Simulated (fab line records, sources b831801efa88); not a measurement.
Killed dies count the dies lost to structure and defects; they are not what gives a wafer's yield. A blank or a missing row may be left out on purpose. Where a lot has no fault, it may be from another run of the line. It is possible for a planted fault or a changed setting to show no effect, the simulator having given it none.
Which tool was responsible? | flow sky130 | Sampling: 12 lots, 36 wafers, 5 of 708 route steps

== WHAT THE GAUGES READ, wafer by wafer ==
SKY_FIELD_ISO_THK_MEAS_25. Usual: for FIELD_ISO_CVD_24_THK the level is 594 nm and the standard deviation is 5.7.
lot  | measured    | on            | FIELD_ISO_CVD_24_THK (nm) | flag
L300 | day 2 07:04 | film-metro-01 | 596 597 597               |
L301 | day 2 16:05 | film-metro-01 | 593 591 589               |
L303 | day 2 22:06 | film-metro-03 | 595 599 602               |
L304 | day 3 04:58 | film-metro-01 | 594 580 589               |
L306 | day 3 13:48 | film-metro-01 | 590 600 599               |
L307 | day 3 19:58 | film-metro-01 | 596 598 592               |
L311 | day 4 15:56 | film-metro-03 | 601 593 601               |
L312 | day 5 01:13 | film-metro-01 | 592 592 591               |
L317 | day 6 09:26 | film-metro-03 | 597 596 601               |
L319 | day 6 12:10 | film-metro-03 | 589 596 589               |
L320 | day 6 20:16 | film-metro-03 | 600 595 600               |
L323 | day 7 08:14 | film-metro-03 | 596 600 598               |

SKY_VT_ADJUST_LVTN_TW_MEAS_10. Usual: for VT_ADJUST_LVTN_TW the level is 240.3 and the standard deviation is 2.
lot  | measured     | on            | VT_ADJUST_LVTN_TW                   | flag
L300 | day 6 22:58  | film-metro-02 | 240.8 241.5 241.1                   |
L301 | day 7 05:34  | film-metro-02 | 241.2 242.3 241.6                   |
L303 | day 7 15:11  | film-metro-03 | 237.9 239.2 237.6                   |
L304 | day 8 00:14  | film-metro-03 | 239.0 238.7 238.0                   |
L306 | day 8 09:35  | film-metro-02 | 257.3 256.4 257.6 256.5 257.9 258.3 | OFF
L307 | day 8 17:55  | film-metro-04 | 257.8 257.2 259.2 258.6 258.5 258.0 | OFF
L311 | day 9 18:47  | film-metro-04 | 259.0 260.2 259.5 258.9 258.6 258.5 | OFF
L312 | day 10 07:07 | film-metro-04 | 241.5 242.8 242.6                   |
L317 | day 12 03:02 | film-metro-02 | 238.0 239.3 239.9                   |
L319 | day 12 06:34 | film-metro-04 | 243.1 244.3 244.0                   |
L320 | day 12 16:17 | film-metro-03 | 237.2 236.2 237.3                   |
L323 | day 13 05:44 | film-metro-04 | 242.0 242.3 241.5                   |

SKY_VT_ADJUST_HVTR_OVL_MEAS_08. Usual: for VT_ADJUST_HVTR_OVL the level is 0.2 nm and the standard deviation is 1.2.
lot  | measured     | on         | VT_ADJUST_HVTR_OVL (nm) | flag
L300 | day 9 11:23  | overlay-02 | -2.4 -0.4 -0.3          |
L301 | day 9 18:39  | overlay-01 | 0.0 0.1 -0.5            |
L303 | day 10 05:01 | overlay-01 | 0.0 -0.3 -0.2           |
L304 | day 10 15:35 | overlay-01 | -1.5 -0.7 -1.7          |
L306 | day 11 01:58 | overlay-01 | -2.0 -0.8 -1.8          |
L307 | day 11 10:49 | overlay-01 | 1.4 1.7 0.0             |
L311 | day 12 18:31 | overlay-01 | 0.5 1.1 0.5             |
L312 | day 13 08:28 | overlay-02 | 0.6 -0.1 0.3            |
L317 | day 15 08:38 | overlay-02 | -0.4 1.7 0.4            |
L319 | day 15 12:20 | overlay-02 | 1.1 0.6 0.5             |
L320 | day 15 22:59 | overlay-01 | 0.1 -1.6 0.0            |
L323 | day 16 15:35 | overlay-01 | 1.6 2.4 2.1             |

== WHAT TOOL EACH LOT RAN ON (gives the tool, then ch and the chambers of the sampled wafers, and finally the start) ==
lot  | SKY_NWELL_STRIP_25                   | SKY_VT_ADJUST_LVTN_IMPLANT_08
L300 | plasma-asher-04 ch 0,1, day 5 09:43  | implanter-04 ch 0, day 6 22:43
L301 | plasma-asher-04 ch 0,1, day 5 15:52  | implanter-03 ch 0, day 7 05:21
L303 | plasma-asher-04 ch 0,1, day 6 00:11  | implanter-04 ch 0, day 7 14:58
L304 | plasma-asher-04 ch 0,1, day 6 08:29  | implanter-03 ch 0, day 8 00:01
L306 | plasma-asher-01 ch 0,1, day 6 17:04  | implanter-03 ch 0, day 8 09:20
L307 | plasma-asher-03 ch 0,1, day 7 00:59  | implanter-03 ch 0, day 8 17:42
L311 | plasma-asher-04 ch 0,1, day 8 01:04  | implanter-03 ch 0, day 9 18:32
L312 | plasma-asher-01 ch 0,1, day 8 12:58  | implanter-04 ch 0, day 10 06:52
L317 | plasma-asher-04 ch 0,1, day 10 02:52 | implanter-03 ch 0, day 12 02:47
L319 | plasma-asher-04 ch 0,1, day 10 05:25 | implanter-01 ch 0, day 12 06:19
L320 | plasma-asher-01 ch 0,1, day 10 14:31 | implanter-03 ch 0, day 12 16:04
L323 | plasma-asher-03 ch 0,1, day 11 04:30 | implanter-03 ch 0, day 13 05:29
- SKY_NWELL_STRIP_25: strips in O2/N2.
- SKY_VT_ADJUST_LVTN_IMPLANT_08

== AS READ BY THE TOOLS THEMSELVES (means over the sampled wafers that have a number; for cases with no such wafer, the mark the record gives instead) ==
SKY_NWELL_STRIP_25. Usual: drypump-motor-current-A 5.7 A, standard deviation 0.52; oes-product-au 0.722 a.u., standard deviation 0.0048; strip-time-to-endpoint-s 36.93 s, standard deviation 0.11.
lot  | tool            | drypump-motor-current-A (A) | oes-product-au (a.u.) | strip-time-to-endpoint-s (s) | flag
L300 | plasma-asher-04 | 5.8                         | 0.725                 | 36.97                        |
L301 | plasma-asher-04 | 5.6                         | 0.723                 | 36.74                        |
L303 | plasma-asher-04 | 5.8                         | 0.723                 | 36.99                        |
L304 | plasma-asher-04 | 5.8                         | 0.721                 | 37.04                        |
L306 | plasma-asher-01 | 5.8                         | 0.721                 | 36.94                        |
L307 | plasma-asher-03 | 5.6                         | 0.722                 | 36.81                        |
L311 | plasma-asher-04 | 5.6                         | 0.724                 | 36.71                        |
L312 | plasma-asher-01 | 5.8                         | 0.722                 | 36.98                        |
L317 | plasma-asher-04 | 5.8                         | 0.715                 | 36.86                        |
L319 | plasma-asher-04 | 5.6                         | 0.722                 | 37.01                        |
L320 | plasma-asher-01 | 5.3                         | 0.725                 | 36.94                        |
L323 | plasma-asher-03 | 5.9                         | 0.724                 | 36.99                        |

SKY_VT_ADJUST_LVTN_IMPLANT_08. Usual: beam-energy-keV 30.000, standard deviation 0.008; dose-ions-cm2 1.5698e+12, standard deviation 1.6e+09; faraday-current-uA 8.84, standard deviation 0.18.
lot  | tool         | beam-energy-keV | dose-ions-cm2 | faraday-current-uA | flag
L300 | implanter-04 | 30.000          | 1.5703e+12    | 8.80               |
L301 | implanter-03 | 29.997          | 1.5701e+12    | 8.77               |
L303 | implanter-04 | 29.994          | 1.5703e+12    | 8.87               |
L304 | implanter-03 | 29.996          | 1.5696e+12    | 8.82               |
L306 | implanter-03 | 29.996          | 1.9733e+12    | 11.12              | OFF
L307 | implanter-03 | 29.998          | 1.9714e+12    | 11.08              | OFF
L311 | implanter-03 | 29.996          | 1.9730e+12    | 11.26              | OFF
L312 | implanter-04 | 30.008          | 1.5692e+12    | 8.86               |
L317 | implanter-03 | 29.991          | 1.5705e+12    | 8.92               |
L319 | implanter-01 | 29.996          | 1.5703e+12    | 9.03               |
L320 | implanter-03 | 29.996          | 1.5712e+12    | 8.85               |
L323 | implanter-03 | 30.003          | 1.5718e+12    | 8.98               |

== THE ANSWER, worked out from the rows above alone ==
Rule: a lot is off if the mean of its wafers that have a number lies more than 3 standard deviations from the usual mean. A lot without any number at a reading at which 4 lots or more have one is off too. Any other lot the step has rows for is counted as sound. The gauges are gone through in route order, then the tools' own readings, and for those a lot's mean is taken as printed above. The first step at which some lot is off is used, and at that step the reading that is off furthest; a lot without a number counts as furthest.
Off: L306, L307, L311, at SKY_VT_ADJUST_LVTN_TW_MEAS_10 (VT_ADJUST_LVTN_TW).
A tool fits if, at a process step before that reading, it ran every lot that is off, and no sound lot after the first of them. The gauges at SKY_VT_ADJUST_LVTN_TW_MEAS_10 aren't tried: what is off there is off at SKY_VT_ADJUST_LVTN_IMPLANT_08 too, on other tools, and a gauge's error can't cause that. Not one of the candidates tried fits.

== WHAT THE SIMULATOR HAD PUT IN ==
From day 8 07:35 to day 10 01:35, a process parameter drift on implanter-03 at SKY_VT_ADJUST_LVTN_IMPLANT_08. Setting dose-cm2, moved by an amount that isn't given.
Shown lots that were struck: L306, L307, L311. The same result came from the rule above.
